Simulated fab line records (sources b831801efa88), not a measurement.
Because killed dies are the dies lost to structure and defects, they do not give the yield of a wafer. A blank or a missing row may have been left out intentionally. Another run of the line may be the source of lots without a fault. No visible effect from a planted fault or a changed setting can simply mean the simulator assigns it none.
A sampling plan put to the test :: flow gf180mcu :: one fab line, 11 faults that these records tell of, each judged on the records of the lots that it struck
The plan is the line's own looks: the steps of the route at which a gauge or an inspection reads the wafer and doesn't change it. A look can be judged if struck wafers have a number there and the file gives its usual mean and standard deviation on fault-free wafers. Caught: 4 or more of those standard deviations (sigma) separate the usual mean from the mean of the struck wafers at a look after the fault's first step. On the tool: the test repeated on the tool's own readings taken at the fault's steps. Caught also covers a different recipe on the struck wafers, or a record left blank for those wafers only.

THE FAULTS, as the simulator had put them in
1. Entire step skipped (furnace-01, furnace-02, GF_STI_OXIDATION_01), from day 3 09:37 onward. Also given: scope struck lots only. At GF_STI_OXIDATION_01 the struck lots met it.
2. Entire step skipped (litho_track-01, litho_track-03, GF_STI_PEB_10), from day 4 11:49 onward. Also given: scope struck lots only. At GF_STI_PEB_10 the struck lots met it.
3. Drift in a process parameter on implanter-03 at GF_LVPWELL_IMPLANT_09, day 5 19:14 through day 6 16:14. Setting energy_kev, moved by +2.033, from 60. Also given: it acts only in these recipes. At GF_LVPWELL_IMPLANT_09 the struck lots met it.
4. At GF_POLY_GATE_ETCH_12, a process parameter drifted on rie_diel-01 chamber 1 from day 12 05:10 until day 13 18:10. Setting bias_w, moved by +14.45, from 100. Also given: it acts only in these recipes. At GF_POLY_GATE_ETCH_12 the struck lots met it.
5. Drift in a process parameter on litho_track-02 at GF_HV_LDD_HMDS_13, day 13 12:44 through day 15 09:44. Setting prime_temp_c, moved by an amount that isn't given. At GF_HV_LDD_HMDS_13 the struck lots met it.
6. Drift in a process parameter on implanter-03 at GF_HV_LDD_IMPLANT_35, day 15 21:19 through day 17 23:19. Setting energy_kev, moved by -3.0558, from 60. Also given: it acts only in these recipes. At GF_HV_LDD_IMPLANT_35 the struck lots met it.
7. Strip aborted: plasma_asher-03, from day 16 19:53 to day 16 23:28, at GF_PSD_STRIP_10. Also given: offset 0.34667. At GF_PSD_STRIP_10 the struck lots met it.
8. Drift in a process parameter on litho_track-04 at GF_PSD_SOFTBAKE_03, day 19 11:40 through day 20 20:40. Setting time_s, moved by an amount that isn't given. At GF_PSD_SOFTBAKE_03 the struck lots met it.
9. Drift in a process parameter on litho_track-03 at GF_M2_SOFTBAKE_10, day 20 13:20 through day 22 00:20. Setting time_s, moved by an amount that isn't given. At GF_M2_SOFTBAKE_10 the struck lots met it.
10. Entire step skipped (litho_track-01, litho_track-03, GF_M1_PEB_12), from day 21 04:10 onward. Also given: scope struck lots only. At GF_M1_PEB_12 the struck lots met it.
11. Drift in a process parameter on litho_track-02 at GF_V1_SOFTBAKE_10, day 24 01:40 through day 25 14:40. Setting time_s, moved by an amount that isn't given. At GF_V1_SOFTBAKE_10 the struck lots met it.

WHAT THE PLAN SAW
fault: 1
on the tool itself: the tool's record is blank for the struck wafers
first look that catches it: not the one look that can be judged after it
reading, sigma: -
median hours from its first step to that look: -
hours from the fault's start to the first struck lot there: -
judged looks passed uncaught: 1

fault: 2
on the tool itself: the tool's record is blank for the struck wafers
first look that catches it: no look after it can be judged
reading, sigma: -
median hours from its first step to that look: -
hours from the fault's start to the first struck lot there: -
judged looks passed uncaught: 0

fault: 3
on the tool itself: beam_energy_keV +99 or beyond sigma
first look that catches it: no look after it can be judged
reading, sigma: -
median hours from its first step to that look: -
hours from the fault's start to the first struck lot there: -
judged looks passed uncaught: 0

fault: 4
on the tool itself: bias_w +49 sigma
first look that catches it: not the one look that can be judged after it
reading, sigma: -
median hours from its first step to that look: -
hours from the fault's start to the first struck lot there: -
judged looks passed uncaught: 1

fault: 5
on the tool itself: prime_temp_c +49 sigma
first look that catches it: not the one look that can be judged after it
reading, sigma: -
median hours from its first step to that look: -
hours from the fault's start to the first struck lot there: -
judged looks passed uncaught: 1

fault: 6
on the tool itself: beam_energy_keV -99 or beyond sigma
first look that catches it: no look after it can be judged
reading, sigma: -
median hours from its first step to that look: -
hours from the fault's start to the first struck lot there: -
judged looks passed uncaught: 0

fault: 7
on the tool itself: oes_product_au +38 sigma
first look that catches it: no look after it can be judged
reading, sigma: -
median hours from its first step to that look: -
hours from the fault's start to the first struck lot there: -
judged looks passed uncaught: 0

fault: 8
on the tool itself: heater_power_total_W +99 or beyond sigma
first look that catches it: no look after it can be judged
reading, sigma: -
median hours from its first step to that look: -
hours from the fault's start to the first struck lot there: -
judged looks passed uncaught: 0

fault: 9
on the tool itself: run_length_s +16 sigma
first look that catches it: not the one look that can be judged after it
reading, sigma: -
median hours from its first step to that look: -
hours from the fault's start to the first struck lot there: -
judged looks passed uncaught: 1

fault: 10
on the tool itself: the tool's record is blank for the struck wafers
first look that catches it: no look after it can be judged
reading, sigma: -
median hours from its first step to that look: -
hours from the fault's start to the first struck lot there: -
judged looks passed uncaught: 0

fault: 11
on the tool itself: heater_power_total_W +70 sigma
first look that catches it: not the one look that can be judged after it
reading, sigma: -
median hours from its first step to that look: -
hours from the fault's start to the first struck lot there: -
judged looks passed uncaught: 1
Dash: fault not caught, or number not given in these records.

Caught at a look: 0 of 11. Caught on the tool: 11 of 11. By one or the other: 11 of 11.
Faults 1, 2, 3, 4, 5, 6, 7, 8, 9, 10, 11 were caught on the tool alone.
